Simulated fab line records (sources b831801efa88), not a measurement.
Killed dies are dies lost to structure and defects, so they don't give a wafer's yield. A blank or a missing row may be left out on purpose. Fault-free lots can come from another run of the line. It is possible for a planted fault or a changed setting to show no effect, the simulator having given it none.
fab line records	flow sky130
record: lots: 7	wafers: 20	lastDay: 50
route steps=708 shown VT_ADJUST_LVTN@104 VT_ADJUST_NCORE@119 PAD_OPEN@708
lots that met no fault: from a run of the same line without faults
startH: start of the lot's first displayed wafer, in hours after the record's first day	waitH: hours since the lot's step before	" identical to the entry in the row above	L1.1+2: several wafers, shown together as one row	- value missing, or start not given	* or withheld: withheld	< > ~ a bound
route shown NAME@n: a module of which the file shows steps, and the number in the route of the first	usual: mean/standard deviation of fault-free wafers	same: alike in all rows	chamber/n: place in a boat	sites: each site's reading	_std_site: their standard deviation	_edge_site: inner sites' mean taken away from outer sites' mean	radiusMm: how far each site lies from the wafer's centre	mask NAME#n: copy n	behind: the last tool/chamber to shape the wafer	hold: the reason the lot was held/the length of the hold in hours/how it ended	device: transistor that didn't switch, given as n, p or np	end of line: the route-end tests of the same wafers	a step with no rows: only its recipe	killed: at the first sort, the dies lost to defects and structure; wafer yield is something else	map: a wafer's dies, x killed, . not, _ none there
set.NAME: the setting that was run; set.NAME@STEP: the one run at that earlier step	model.NAME: the simulator's own value behind a step, which no gauge read
lots at selected steps of the route; one table per step, one row per wafer
services: when a tool's chamber went out of use (startH, in hours from the record's first day, below 0 if earlier), for how many hours, and the reason
== steps ==
step: SKY_VT_ADJUST_LVTN_OVL_MEAS_07
usual: VT_ADJUST_LVTN_OVL: 0.4/1
lot.wafer	tool	chamber	startH	waitH	VT_ADJUST_LVTN_OVL[nm]
L858.1	overlay-02	-	166.81	-	0.7
L858.5	"	-	"	"	-0.4
L858.6	"	-	"	"	-1.8
L864.2	overlay-01	-	200.92	-	0.0
L864.3	"	-	"	"	0.1
L864.5	"	-	"	"	0.3
L867.2	overlay-02	-	209.97	-	1.9
L867.4	"	-	"	"	1.8
L867.6	"	-	"	"	0.0
L870.1	overlay-02	-	237.71	-	0.6
L870.2	"	-	"	"	2.5
L870.3	"	-	"	"	1.3
L871.1	overlay-01	-	239.64	-	0.0
L871.4	"	-	"	"	0.2
L871.5	"	-	"	"	-1.6
L872.1	overlay-01	-	254.61	-	0.4
L872.3	"	-	"	"	0.7
L879.1	overlay-02	-	284.41	-	0.6
L879.2	"	-	"	"	1.0
L879.3	"	-	"	"	1.4
step: SKY_VT_ADJUST_LVTN_IMPLANT_08
recipe: species: B	energyKev: 30	doseCm2: 1.57e+12	tiltDeg: withheld
step: SKY_VT_ADJUST_LVTN_STRIP_09
recipe: chemistry: O2/N2	powerW: 1400	pressureMtorr: 1500	platenTempC: withheld	o2FlowSccm: 3000	n2FlowSccm: 300	overashFraction: 0.5
usual: drypumpMotorCurrentA: 5.9/0.5	oesProductAu: 0.723/0.005	stripTimeToEndpointS: 36.91/0.094
lot.wafer	tool	chamber	startH	waitH	drypumpMotorCurrentA	oesProductAu	rfHoursCounterH	stripTimeToEndpointS
L858.1	plasmaAsher-03	1	167.00	0.1	5.6	0.719	47	36.77
L858.5	"	1	"	"	5.6	0.723	-	36.80
L858.6	"	0	"	"	6.2	0.719	-	36.66
L864.2	plasmaAsher-01	1	201.10	0.1	4.9	0.721	58	36.81
L864.3	"	1	"	"	4.9	0.719	-	37.01
L864.5	"	0	"	"	5.8	0.724	-	36.99
L867.2	plasmaAsher-01	1	210.15	0.1	4.9	0.715	58	37.10
L867.4	"	0	"	"	5.8	0.724	-	36.93
L867.6	"	1	"	"	4.9	0.722	-	36.94
L870.1	plasmaAsher-03	0	237.90	0.1	6.2	0.715	54	36.81
L870.2	"	1	"	"	5.6	0.725	54	36.73
L870.3	"	0	"	"	6.2	0.727	-	36.76
L871.1	plasmaAsher-01	0	239.83	0.1	5.8	0.724	62	36.96
L871.4	"	1	"	"	4.9	0.716	-	36.93
L871.5	"	0	"	"	5.8	0.716	-	37.01
L872.1	plasmaAsher-02	1	254.79	0.1	5.7	0.710	14	36.91
L872.3	"	1	"	"	5.7	0.718	-	36.85
L879.1	plasmaAsher-02	1	284.59	0.1	5.7	0.720	18	36.86
L879.2	"	0	"	"	6.7	0.720	18	36.84
L879.3	"	0	"	"	6.6	0.723	-	36.82
step: SKY_VT_ADJUST_LVTN_TW_MEAS_10
usual: VT_ADJUST_LVTN_TW: 238/3.4
lot.wafer	tool	chamber	startH	waitH	VT_ADJUST_LVTN_TW
L858.1	filmMetro-04	-	167.10	0.1	235
L858.5	"	-	"	"	235
L858.6	"	-	"	"	234
L864.2	filmMetro-04	-	201.21	0.1	233
L864.3	"	-	"	"	234
L864.5	"	-	"	"	233
L867.2	filmMetro-02	-	210.26	0.1	239
L867.4	"	-	"	"	240
L867.6	"	-	"	"	239
L870.1	filmMetro-02	-	238.00	0.1	239
L870.2	"	-	"	"	239
L870.3	"	-	"	"	238
L871.1	filmMetro-01	-	239.93	0.1	245
L871.4	"	-	"	"	244
L871.5	"	-	"	"	245
L872.1	filmMetro-02	-	254.89	0.1	240
L872.3	"	-	"	"	240
L879.1	filmMetro-04	-	284.69	0.1	235
L879.2	"	-	"	"	235
L879.3	"	-	"	"	236
step: SKY_VT_ADJUST_LVTN_DEHYDRATE_11
recipe: tempC: 200	timeS: 60
step: SKY_VT_ADJUST_LVTN_HMDS_12
recipe: primeTimeS: 60	primeTempC: 120
step: SKY_VT_ADJUST_LVTN_COAT_13
recipe: resist: NOVOLAK	spinRpm: 3000	resistThkNm: 1140
step: SKY_VT_ADJUST_LVTN_SOFTBAKE_14
recipe: tempC: 90	timeS: 60	resist: NOVOLAK
step: SKY_VT_ADJUST_LVTN_EXPOSE_15
recipe: maskId: HVN_STD_DERIVED	na: 0.6	sourceShape: conventional	sigmaOuter: 0.6	polarization: unpolarized	targetCdNm: 600	doseMj: 163
step: SKY_VT_ADJUST_LVTN_PEB_16
recipe: tempC: withheld	timeS: *	resist: NOVOLAK
step: SKY_VT_ADJUST_LVTN_DEVELOP_17
recipe: resist: NOVOLAK	developer: TMAH	developTimeS: 60	devTempC: 23
step: SKY_VT_ADJUST_LVTN_OVL_MEAS_18
usual: VT_ADJUST_LVTN_01_OVL: -0.3/1.6
lot.wafer	tool	chamber	startH	waitH	VT_ADJUST_LVTN_01_OVL[nm]
L858.1	overlay-02	-	187.61	0.1	-0.8
L858.5	"	-	"	"	1.0
L858.6	"	-	"	"	-0.2
L864.2	overlay-01	-	222.62	0.1	-0.1
L864.3	"	-	"	"	0.8
L864.5	"	-	"	"	-0.8
L867.2	overlay-02	-	232.97	0.1	2.0
L867.4	"	-	"	"	-0.4
L867.6	"	-	"	"	0.4
L870.1	overlay-02	-	260.79	0.1	-1.6
L870.2	"	-	"	"	-0.4
L870.3	"	-	"	"	-1.8
L871.1	overlay-02	-	262.86	0.1	-1.3
L871.4	"	-	"	"	-2.3
L871.5	"	-	"	"	-1.4
L872.1	overlay-02	-	278.19	0.1	-0.2
L872.3	"	-	"	"	-0.1
L879.1	overlay-01	-	309.41	0.1	-0.6
L879.2	"	-	"	"	-1.1
L879.3	"	-	"	"	-1.4
step: SKY_VT_ADJUST_LVTN_IMPLANT_19
recipe: species: B	energyKev: 30	doseCm2: 6.5e+11	tiltDeg: withheld
usual: beamOnS: 10.01/0.2	faradayCurrentUA: 3.66/0.072
lot.wafer	tool	chamber	startH	waitH	beamOnS	faradayCurrentUA
L858.1	implanter-02	0	187.65	0.0	9.84	3.74
L858.5	"	0	"	"	10.04	3.65
L858.6	"	0	"	"	10.16	3.59
L864.2	implanter-03	0	222.67	0.0	10.01	3.65
L864.3	"	0	"	"	10.17	3.62
L864.5	"	0	"	"	10.14	3.61
L867.2	implanter-01	0	233.02	0.0	10.15	3.60
L867.4	"	0	"	"	10.02	3.67
L867.6	"	0	"	"	10.41	3.52
L870.1	implanter-01	0	260.83	0.0	10.27	3.57
L870.2	"	0	"	"	10.20	3.59
L870.3	"	0	"	"	10.14	3.60
L871.1	implanter-01	0	262.90	0.0	10.07	3.65
L871.4	"	0	"	"	10.07	3.65
L871.5	"	0	"	"	9.84	3.71
L872.1	implanter-01	0	278.23	0.0	10.19	3.60
L872.3	"	0	"	"	9.79	3.75
L879.1	implanter-02	0	309.45	0.0	9.79	3.75
L879.2	"	0	"	"	9.92	3.68
L879.3	"	0	"	"	10.37	3.53
step: SKY_VT_ADJUST_LVTN_STRIP_20
recipe: chemistry: O2/N2	powerW: 1400	pressureMtorr: 1500	platenTempC: withheld	o2FlowSccm: 3000	n2FlowSccm: 300	overashFraction: 0.5
usual: drypumpMotorCurrentA: 5.8/0.53	oesProductAu: 0.716/0.0049	stripTimeToEndpointS: 14.18/0.038
lot.wafer	tool	chamber	startH	waitH	drypumpMotorCurrentA	oesProductAu	rfHoursCounterH	stripTimeToEndpointS
L858.1	plasmaAsher-03	0	187.80	0.1	6.2	0.712	49	14.18
L858.5	"	1	"	"	5.6	0.722	-	14.18
L858.6	"	0	"	"	6.2	0.723	-	14.15
L864.2	plasmaAsher-01	1	222.80	0.1	4.9	0.717	60	14.16
L864.3	"	1	"	"	4.9	0.716	-	14.14
L864.5	"	0	"	"	5.8	0.715	-	14.14
L867.2	plasmaAsher-02	1	233.15	0.1	5.7	0.712	11	14.09
L867.4	"	0	"	"	6.7	0.716	-	14.14
L867.6	"	1	"	"	5.7	0.716	-	14.14
L870.1	plasmaAsher-03	0	260.98	0.1	6.2	0.717	57	14.15
L870.2	"	1	"	"	5.6	0.720	57	14.20
L870.3	"	1	"	"	5.6	0.711	-	14.18
L871.1	plasmaAsher-02	1	263.05	0.1	5.7	0.717	15	14.21
L871.4	"	1	"	"	5.7	0.710	-	14.21
L871.5	"	1	"	"	5.7	0.717	-	14.22
L872.1	plasmaAsher-02	0	278.38	0.1	6.6	0.723	17	14.15
L872.3	"	1	"	"	5.7	0.714	-	14.19
L879.1	plasmaAsher-02	0	309.60	0.1	6.7	0.716	20	14.22
L879.2	"	1	"	"	5.7	0.712	20	14.22
L879.3	"	0	"	"	6.7	0.715	-	14.19
step: SKY_VT_ADJUST_LVTN_TW_MEAS_21
usual: VT_ADJUST_LVTN_2_TW: 185.7/2.2
lot.wafer	tool	chamber	startH	waitH	VT_ADJUST_LVTN_2_TW
L858.1	filmMetro-01	-	187.90	0.1	188.3
L858.5	"	-	"	"	189.3
L858.6	"	-	"	"	188.5
L864.2	filmMetro-02	-	222.91	0.1	185.7
L864.3	"	-	"	"	186.1
L864.5	"	-	"	"	186.0
L867.2	filmMetro-04	-	233.26	0.1	184.2
L867.4	"	-	"	"	183.3
L867.6	"	-	"	"	183.9
L870.1	filmMetro-02	-	261.08	0.1	178.1
L870.2	"	-	"	"	187.0
L870.3	"	-	"	"	186.5
L871.1	filmMetro-01	-	263.15	0.1	179.4
L871.4	"	-	"	"	180.1
L871.5	"	-	"	"	188.0
L872.1	filmMetro-02	-	278.48	0.1	177.2
L872.3	"	-	"	"	185.0
L879.1	filmMetro-02	-	309.70	0.1	186.3
L879.2	"	-	"	"	186.5
L879.3	"	-	"	"	186.6
step: SKY_VT_ADJUST_NCORE_DEHYDRATE_00
recipe: tempC: 200	timeS: 60
step: SKY_PAD_OPEN_PROBE_99
usual: killed_at_M0_to_M3: 44/6.5	killed_at_M4_up: 3.3/1.9	killedAtContacts: 24/5.3	killedAtFrontEnd: 15/4.5	killedAtOther: 0.3/0.58	killedDies: 87/9.3	killedOpen: 48/6.6	killedShort: 39/6.1
same: grossDies: 492	killedAtBackSide: 0
lot.wafer	tool	chamber	startH	waitH	killed_at_M0_to_M3	killed_at_M4_up	killedAtContacts	killedAtFrontEnd	killedAtOther	killedDies	killedOpen	killedShort	model.etest.resPwellUnderGate.rsOhmSq	model.etest.resPwellUnderGate.rsOhmSqRange	model.etest.tip_n_5v.rsOhmSqRange	model.etest.nfetG5v0d10v5.bodyRiseV	model.etest.nfet_16v.bodyRiseV	model.etest.nfetG5v0d10v5.vtSatV	model.etest.nfetG5v0d10v5.vtV	model.etest.nfetG5v0d10v5.vtVRange
L858.1	prober-01	-	1104.73	0.1	37	4	30	17	0	88	56	32	2269	79.49	38.5	0.6718	0.6687	0.764	0.8204	0.01532
L858.5	prober-01	-	1104.93	0.2	55	2	17	14	0	88	55	33	2289	73.55	34.62	0.6717	0.6674	0.7659	0.8204	0.007811
L858.6	prober-01	-	1104.98	0.2	43	3	23	16	0	85	44	41	2281	56.48	43.47	0.671	0.6656	0.7523	0.8112	0.01539
L864.2	prober-01	-	1125.68	0.1	45	3	25	17	1	91	51	40	2268	84.56	42.14	0.6715	0.6653	0.7678	0.8211	0.0125
L864.3	prober-01	-	1125.73	0.2	31	1	31	16	1	80	49	31	2274	50.25	36.27	0.6667	0.6598	0.76	0.8147	0.01457
L864.5	prober-01	-	1125.83	0.2	45	5	19	23	0	92	50	42	2274	54.88	56.72	0.6663	0.6628	0.7545	0.8043	0.01143
L867.2	prober-02	-	1143.18	0.1	51	3	30	20	0	104	54	50	2280	57.15	21.89	0.6978	0.6925	0.7767	0.8409	0.01417
L867.4	prober-02	-	1143.28	0.2	48	5	21	14	0	88	47	41	2263	77.16	36.86	0.6903	0.6836	0.7757	0.8364	0.01925
L867.6	prober-02	-	1143.38	0.2	45	8	23	12	0	88	50	38	2262	57.19	32.75	0.682	0.676	0.7699	0.8302	0.01244
L870.1	prober-01	-	1159.61	0.1	47	4	16	18	0	85	53	32	2324	71.27	41.52	0.6374	0.6318	0.7408	0.8006	0.03139
L870.2	prober-01	-	1159.66	0.1	58	1	21	10	0	90	51	39	2297	43.97	28.52	0.6804	0.6762	0.7641	0.8231	0.01489
L870.3	prober-01	-	1159.71	0.2	45	5	23	19	0	92	55	37	2292	54.27	29.71	0.6705	0.6643	0.7504	0.8097	0.01478
L871.1	prober-02	-	1165.89	0.1	41	2	28	21	0	92	50	42	2330	117.2	42.18	0.6392	0.6352	0.7289	0.7939	0.03476
L871.4	prober-02	-	1166.04	0.2	43	3	23	12	1	82	42	40	2306	79.6	35.7	0.6407	0.6348	0.7332	0.7969	0.0344
L871.5	prober-02	-	1166.09	0.2	41	4	19	20	0	84	52	32	2280	35.65	24.64	0.6681	0.6623	0.7654	0.8248	0.01092
L872.1	prober-02	-	1170.65	0.1	44	7	32	14	0	97	45	52	2328	54.34	24.62	0.6479	0.6427	0.736	0.8001	0.03207
L872.3	prober-02	-	1170.75	0.2	53	4	29	14	0	100	52	48	2308	39.47	11.96	0.6662	0.66	0.7664	0.8239	0.01244
L879.1	prober-02	-	1190.29	0.1	54	3	23	14	0	94	49	45	2271	55.73	34.84	0.6823	0.677	0.7774	0.8348	0.009691
L879.2	prober-02	-	1190.34	0.1	46	3	24	19	0	92	48	44	2289	54.68	32.3	0.676	0.6735	0.7676	0.8259	0.01221
L879.3	prober-02	-	1190.39	0.2	56	7	23	16	0	102	55	47	2275	72.97	21.72	0.6792	0.6747	0.7787	0.8331	0.01526
killed by level:class
L858.1 LI_CONTACT:geometricParticle:open=12 VIA1:geometricParticle:open=11 CONTACT:geometricParticle:short=9 FIELD_ISO:geometricParticle:short=7 CONTACT:geometricParticle:open=6 VIA2:geometricParticle:open=6 VIA3:geometricParticle:open=6 FIELD_ISO:geometricParticle:open=5
L858.5 VIA1:geometricParticle:open=11 CONTACT:geometricParticle:open=9 METAL1:geometricParticle:short=9 VIA2:geometricParticle:open=7 VIA3:geometricParticle:open=7 METAL2:geometricParticle:short=5 LI_CONTACT:geometricParticle:open=4 METAL1:geometricParticle:open=4
L858.6 VIA3:geometricParticle:open=9 CONTACT:geometricParticle:open=8 FIELD_ISO:geometricParticle:short=7 VIA1:geometricParticle:open=7 VIA2:geometricParticle:open=7 FIELD_ISO:geometricParticle:open=6 LOCAL_INTERCONNECT:geometricParticle:short=5 VIA1:geometricParticle:short=5
L864.2 VIA1:geometricParticle:open=10 VIA3:geometricParticle:open=9 POLY_GATE:geometricParticle:open=8 LI_CONTACT:geometricParticle:open=8 CONTACT:geometricParticle:short=6 CONTACT:geometricParticle:open=5 METAL1:geometricParticle:short=5 METAL2:geometricParticle:short=5
L864.3 CONTACT:geometricParticle:open=10 LOCAL_INTERCONNECT:geometricParticle:short=7 LI_CONTACT:geometricParticle:open=6 VIA3:geometricParticle:open=6 POLY_GATE:geometricParticle:open=5 POLY_GATE:geometricParticle:short=5 VIA1:geometricParticle:open=5 FIELD_ISO:geometricParticle:open=4
L864.5 VIA1:geometricParticle:open=13 VIA3:geometricParticle:open=8 FIELD_ISO:geometricParticle:short=6 LI_CONTACT:geometricParticle:open=6 VIA1:geometricParticle:short=6 POLY_GATE:geometricParticle:open=5 CONTACT:geometricParticle:open=5 METAL2:geometricParticle:short=5
L867.2 CONTACT:geometricParticle:open=14 METAL1:geometricParticle:short=10 VIA1:geometricParticle:open=10 VIA2:geometricParticle:open=8 FIELD_ISO:geometricParticle:short=6 LI_CONTACT:geometricParticle:open=5 LOCAL_INTERCONNECT:geometricParticle:short=5 VIA2:geometricParticle:short=5
L867.4 VIA1:geometricParticle:open=16 CONTACT:geometricParticle:open=11 METAL1:geometricParticle:short=6 METAL4:geometricParticle:short=5 POLY_GATE:geometricParticle:short=4 VIA2:geometricParticle:short=4 LI_CONTACT:geometricParticle:open=4 VIA3:geometricParticle:open=4
L867.6 VIA3:geometricParticle:open=10 CONTACT:geometricParticle:open=8 LI_CONTACT:geometricParticle:open=7 METAL1:geometricParticle:short=6 VIA1:geometricParticle:short=6 VIA1:geometricParticle:open=6 LOCAL_INTERCONNECT:geometricParticle:short=4 METAL4:geometricParticle:short=4
L870.1 VIA1:geometricParticle:open=13 POLY_GATE:geometricParticle:open=7 LI_CONTACT:geometricParticle:open=7 METAL2:geometricParticle:short=7 CONTACT:geometricParticle:open=6 VIA3:geometricParticle:open=6 VIA1:geometricParticle:short=5 METAL1:geometricParticle:short=5
L870.2 VIA1:geometricParticle:open=14 CONTACT:geometricParticle:open=11 VIA2:geometricParticle:open=10 VIA3:geometricParticle:open=9 METAL2:geometricParticle:short=7 METAL1:geometricParticle:short=6 VIA2:geometricParticle:short=5 VIA3:geometricParticle:short=4
L870.3 CONTACT:geometricParticle:open=12 VIA1:geometricParticle:open=9 VIA2:geometricParticle:open=9 POLY_GATE:geometricParticle:open=7 VIA2:geometricParticle:short=7 LI_CONTACT:geometricParticle:open=6 FIELD_ISO:geometricParticle:open=5 VIA3:geometricParticle:open=5
L871.1 CONTACT:geometricParticle:open=11 VIA1:geometricParticle:open=9 METAL1:geometricParticle:short=7 CONTACT:geometricParticle:short=6 VIA2:geometricParticle:open=6 METAL2:geometricParticle:short=6 POLY_GATE:geometricParticle:short=5 LI_CONTACT:geometricParticle:open=5
L871.4 VIA1:geometricParticle:open=13 VIA3:geometricParticle:open=7 CONTACT:geometricParticle:short=7 CONTACT:geometricParticle:open=7 LI_CONTACT:geometricParticle:open=5 POLY_GATE:geometricParticle:short=4 VIA3:geometricParticle:short=4 METAL1:geometricParticle:short=4
L871.5 VIA1:geometricParticle:open=10 FIELD_ISO:geometricParticle:open=10 CONTACT:geometricParticle:open=9 METAL2:geometricParticle:short=7 VIA3:geometricParticle:open=7 VIA2:geometricParticle:open=5 LI_CONTACT:geometricParticle:open=4 METAL1:geometricParticle:short=4
L872.1 VIA1:geometricParticle:open=12 CONTACT:geometricParticle:open=11 CONTACT:geometricParticle:short=8 METAL1:geometricParticle:short=7 METAL2:geometricParticle:short=6 VIA1:geometricParticle:short=5 METAL4:geometricParticle:short=5 FIELD_ISO:geometricParticle:short=4
L872.3 VIA1:geometricParticle:open=13 CONTACT:geometricParticle:short=8 VIA3:geometricParticle:open=8 FIELD_ISO:geometricParticle:short=7 CONTACT:geometricParticle:open=7 LI_CONTACT:geometricParticle:open=6 VIA2:geometricParticle:open=6 METAL1:geometricParticle:short=6
L879.1 VIA3:geometricParticle:open=11 CONTACT:geometricParticle:open=11 VIA1:geometricParticle:open=8 VIA2:geometricParticle:open=6 VIA1:geometricParticle:short=6 LOCAL_INTERCONNECT:geometricParticle:short=5 METAL3:geometricParticle:short=5 METAL2:geometricParticle:short=5
L879.2 VIA1:geometricParticle:open=11 VIA1:geometricParticle:short=8 METAL2:geometricParticle:short=8 CONTACT:geometricParticle:open=8 LI_CONTACT:geometricParticle:open=6 VIA2:geometricParticle:open=6 CONTACT:geometricParticle:short=5 VIA3:geometricParticle:open=5
L879.3 CONTACT:geometricParticle:open=12 VIA1:geometricParticle:open=12 VIA2:geometricParticle:open=11 METAL1:geometricParticle:short=6 VIA1:geometricParticle:short=6 METAL4:geometricParticle:short=6 FIELD_ISO:geometricParticle:open=5 METAL3:geometricParticle:short=5
== services ==
tool	chamber	startH	hours	kind
implanter-03	-	161.21	2.1	pm
implanter-02	-	182.18	3.9	repair
implanter-02	-	212.07	6.0	repair
implanter-02	-	223.88	3.5	pm
implanter-02	-	227.36	4.0	pm
plasmaAsher-01	-	245.55	39.4	pm
plasmaAsher-02	-	296.56	4.3	pm
plasmaAsher-01	-	299.05	2.6	repair
== key ==
firstSign: step: SKY_VT_ADJUST_LVTN_TW_MEAS_21	reading: VT_ADJUST_LVTN_2_TW	direction: down	sigmas: 3.1	usual: 185.7	struck: 178.7
effect none on later readings
modelEffect: step: SKY_PAD_OPEN_PROBE_99	value: etest.resPwellUnderGate.rsOhmSq	without: 2287	struck: 2322
metAt SKY_VT_ADJUST_LVTN_IMPLANT_19
struckWafers L870.1,L871.1,L871.4,L872.1
testerLeftOut L870,L871,L872
onsetBetween 233.02 260.83
fault: kind: processParameterDrift	tool: implanter-01	chamber: -	onsetH: 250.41	steps: SKY_VT_ADJUST_LVTN_IMPLANT_19	channel: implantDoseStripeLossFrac	offset: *	shape: step	endH: 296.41	scope: struckWafersOnly
testerLeftOut: of these lots the tester's yield and bins aren't shown, on N5 and GAA mostly nor the transistor test; their killed dies are dies lost to structure and defects alone, not to doping, threshold or leakage, so they don't give the yield
